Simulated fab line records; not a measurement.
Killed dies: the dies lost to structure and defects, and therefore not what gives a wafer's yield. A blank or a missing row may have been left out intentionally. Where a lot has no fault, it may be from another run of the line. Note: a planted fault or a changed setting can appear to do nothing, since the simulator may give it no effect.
Chamber matching + flow sky130 + 4 sister chambers for SKY_VIA2_ETCH_15 on rie_diel-03
The step etches SiO2 in C4F8/O2/Ar, stops on TiN, target depth 546 nm, time 84 s. 8 wafers are shown with their chamber, then 12 later ones without.

== WAFERS PAIRED WITH THEIR CHAMBERS ==
| wafer  | chamber | oes_product_au (a.u.) |
|--------|---------|-----------------------|
| L078.5 | 1       | 0.936                 |
| L083.6 | 1       | 0.933                 |
| L086.6 | 3       | 0.937                 |
| L089.3 | 3       | 0.936                 |
| L089.5 | 2       | 0.936                 |
| L093.2 | 0       | 0.935                 |
| L093.4 | 2       | 0.936                 |
| L093.6 | 0       | 0.940                 |

== WAFERS WITH NO CHAMBER GIVEN ==
| wafer  | oes_product_au (a.u.) |
|--------|-----------------------|
| L094.1 | 0.937                 |
| L094.2 | 0.939                 |
| L094.3 | 0.941                 |
| L094.4 | 0.944                 |
| L094.5 | 0.934                 |
| L094.6 | 0.940                 |
| L095.2 | 0.942                 |
| L095.5 | 0.936                 |
| L095.6 | 0.940                 |
| L096.1 | 0.936                 |
| L096.2 | 0.929                 |
| L096.6 | 0.936                 |

== WHICH CHAMBER EACH ONE RAN IN ==
| wafer  | from the rows above               | in truth |
|--------|-----------------------------------|----------|
| L094.1 | can't be placed: 0 or 3 or 2 or 1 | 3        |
| L094.2 | can't be placed: 0 or 3 or 2 or 1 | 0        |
| L094.3 | can't be placed: 0 or 3 or 2 or 1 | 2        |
| L094.4 | can't be placed: 0 or 3 or 2 or 1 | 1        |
| L094.5 | can't be placed: 1 or 2 or 3 or 0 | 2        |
| L094.6 | can't be placed: 0 or 3 or 2 or 1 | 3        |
| L095.2 | can't be placed: 0 or 3 or 2 or 1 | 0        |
| L095.5 | can't be placed: 2 or 3 or 0 or 1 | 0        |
| L095.6 | can't be placed: 0 or 3 or 2 or 1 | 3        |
| L096.1 | can't be placed: 2 or 3 or 0 or 1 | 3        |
| L096.2 | can't be placed: 1 or 2 or 3 or 0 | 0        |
| L096.6 | can't be placed: 2 or 3 or 0 or 1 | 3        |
Correctly placed: 0 of 12. Can't be placed from these rows: 12 (the true chamber is among the candidates in 12). Wrongly placed: 0.
How it was worked out, from the rows above alone: a wafer's distance from a chamber is the root of the sum, over the readings, of the square of ((its reading less the chamber's mean) divided by the reading's scatter). If the next closest chamber is less than 2 further off than the closest, the wafer can't be placed; otherwise it belongs to the closest. A chamber's mean is the mean of its shown wafers. The scatter: take each reading less its chamber's mean, square it, sum over the shown wafers, divide by the number of wafers less the number of chambers, and take the root.
